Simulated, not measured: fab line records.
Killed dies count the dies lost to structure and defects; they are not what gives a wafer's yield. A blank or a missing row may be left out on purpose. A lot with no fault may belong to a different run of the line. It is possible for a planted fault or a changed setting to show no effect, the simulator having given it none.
The tool behind it: which one? | flow gf180mcu | Sampling: 7 lots, 21 wafers, 2 of 602 route steps

== WHAT EACH GAUGE READ, for each wafer ==
GF_POLY_GATE_CD_MEAS_18.
lot  | measured     | on        | cd nm (nm)
L945 | day 9 14:22  | cd sem-02 | 281.0 280.4 281.0
L948 | day 10 14:41 | cd sem-02 | 280.5 278.7 281.1
L959 | day 13 22:43 | cd sem-01 | 281.2 280.9 279.6
L962 | day 14 13:07 | cd sem-02 | 281.4 281.7 281.7
L964 | day 15 10:43 | cd sem-01 | 281.2 282.0 283.0

== WHICH TOOL RAN EACH LOT (tool, then ch and the chambers of the sampled wafers, then the start) ==
lot  | GF_STI_DEVELOP_11
L945 | litho track-01 ch 0, day 2 06:07
L948 | litho track-01 ch 0, day 2 23:22
L950 | litho track-02, day 3 09:56
L952 | litho track-01, day 3 19:37
L959 | litho track-01 ch 0, day 5 07:31
L962 | litho track-02 ch 0, day 5 21:27
L964 | litho track-01 ch 0, day 6 09:22
- GF_STI_DEVELOP_11: develop time 60 s.

== THE ANSWER, worked out from the rows above alone ==
Rule: the usual values come from the lots themselves. The widest of any qualifying gaps counts: lots, ordered by their means at a reading, are off when they make up no more than a third of the lots, leave a main group of 4 or more, and stand apart from it by 3 or more times the standard deviation of that group's means. A main group whose means are all the same, to the digits that the tables above print for the reading, isn't used. Also off: a lot with no number at a reading for which 4 or more lots have one. The other lots that the step has rows for count as sound.
Across all readings shown, no lot is off: no conclusion can be drawn from this.

== WHAT HAD BEEN PUT IN BY THE SIMULATOR ==
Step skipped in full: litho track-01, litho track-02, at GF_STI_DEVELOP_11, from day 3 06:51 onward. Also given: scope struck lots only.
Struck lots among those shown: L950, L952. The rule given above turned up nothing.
